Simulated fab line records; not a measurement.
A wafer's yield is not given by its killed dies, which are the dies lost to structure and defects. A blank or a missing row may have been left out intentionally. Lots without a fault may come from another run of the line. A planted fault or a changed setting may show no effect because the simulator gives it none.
Which tool was responsible? || flow sky130 || Sampling: 13 lots, 39 wafers, 2 of 708 route steps

WHAT EACH GAUGE READ, for each wafer
Not one reading of a measure or inspect step in the record can be checked against a usual standard deviation.

WHICH TOOL RAN EACH LOT (tool, then ch and the chambers of the sampled wafers, then the start)
{"lot": "L869", "SKY_METAL5_STRIP_17": "wetBench-03 ch 1, day 43 22:13", "SKY_PAD_OPEN_PROBE_99": "-"}
{"lot": "L870", "SKY_METAL5_STRIP_17": "wetBench-02 ch 2, day 44 06:09", "SKY_PAD_OPEN_PROBE_99": "-"}
{"lot": "L871", "SKY_METAL5_STRIP_17": "wetBench-03 ch 0, day 44 13:52", "SKY_PAD_OPEN_PROBE_99": "-"}
{"lot": "L872", "SKY_METAL5_STRIP_17": "wetBench-03 ch 1, day 45 01:13", "SKY_PAD_OPEN_PROBE_99": "-"}
{"lot": "L873", "SKY_METAL5_STRIP_17": "wetBench-02 ch 3, day 45 06:37", "SKY_PAD_OPEN_PROBE_99": "-"}
{"lot": "L875", "SKY_METAL5_STRIP_17": "wetBench-02 ch 0, day 45 14:40", "SKY_PAD_OPEN_PROBE_99": "-"}
{"lot": "L879", "SKY_METAL5_STRIP_17": "wetBench-03 ch 2, day 46 16:46", "SKY_PAD_OPEN_PROBE_99": "-"}
{"lot": "L883", "SKY_METAL5_STRIP_17": "wetBench-01 ch 0, day 47 17:15", "SKY_PAD_OPEN_PROBE_99": "prober-02, day 49 08:16"}
{"lot": "L884", "SKY_METAL5_STRIP_17": "wetBench-02 ch 2, day 48 07:34", "SKY_PAD_OPEN_PROBE_99": "-"}
{"lot": "L886", "SKY_METAL5_STRIP_17": "wetBench-02 ch 2, day 48 10:31", "SKY_PAD_OPEN_PROBE_99": "-"}
{"lot": "L888", "SKY_METAL5_STRIP_17": "wetBench-03 ch 3, day 49 00:56", "SKY_PAD_OPEN_PROBE_99": "-"}
{"lot": "L891", "SKY_METAL5_STRIP_17": "wetBench-03 ch 0, day 49 09:02", "SKY_PAD_OPEN_PROBE_99": "-"}
{"lot": "L892", "SKY_METAL5_STRIP_17": "wetBench-02 ch 0, day 49 13:41", "SKY_PAD_OPEN_PROBE_99": "-"}
- SKY_METAL5_STRIP_17: strips in post etch residue remover, time 1200 s.
- SKY_PAD_OPEN_PROBE_99

WHAT THE TOOLS THEMSELVES READ (means of the sampled wafers that have a number; where no wafer has one, the mark that the record gives instead)
SKY_PAD_OPEN_PROBE_99.
{"lot": "L883", "tool": "prober-02", "defectLimitedYield (%)": 73.6, "killed_at_M0_to_M3": 38, "killed_at_M4_up": 47.3, "killedAtContacts": 31, "killedAtFrontEnd": 14, "killedAtOther": 0.3, "killedDies": 130, "killedOpen": 48, "killedShort": 36, "sort_bin_3_pad_short (%)": 2.6, "sort_bin_5_function (%)": 17.1, "sort_bin_6_memory (%)": 6.6, "sortNPass": 362, "sortYieldPct (%)": 73.6}

THE ANSWER, worked out from the rows above alone
Rule: usual is defined by the lots themselves. The widest of any qualifying gaps counts: lots, ordered by their means at a reading, are off when they make up no more than a third of the lots, leave a main group of 4 or more, and stand apart from it by 3 or more times the standard deviation of that group's means. If all means in a main group match to the digits the tables above print for the reading, that group is not used. Also off: a lot with no number at a reading for which 4 or more lots have one. All remaining lots with rows at the step are treated as sound. First the gauges in route order, then the tools' own readings, where a lot's mean is used as printed above. At the first step where some lot is off, the reading lying furthest off is the one used; lots without a number count as furthest.
Nothing can be told from this: no lot is off at any reading shown.

WHAT WAS PUT IN BY THE SIMULATOR
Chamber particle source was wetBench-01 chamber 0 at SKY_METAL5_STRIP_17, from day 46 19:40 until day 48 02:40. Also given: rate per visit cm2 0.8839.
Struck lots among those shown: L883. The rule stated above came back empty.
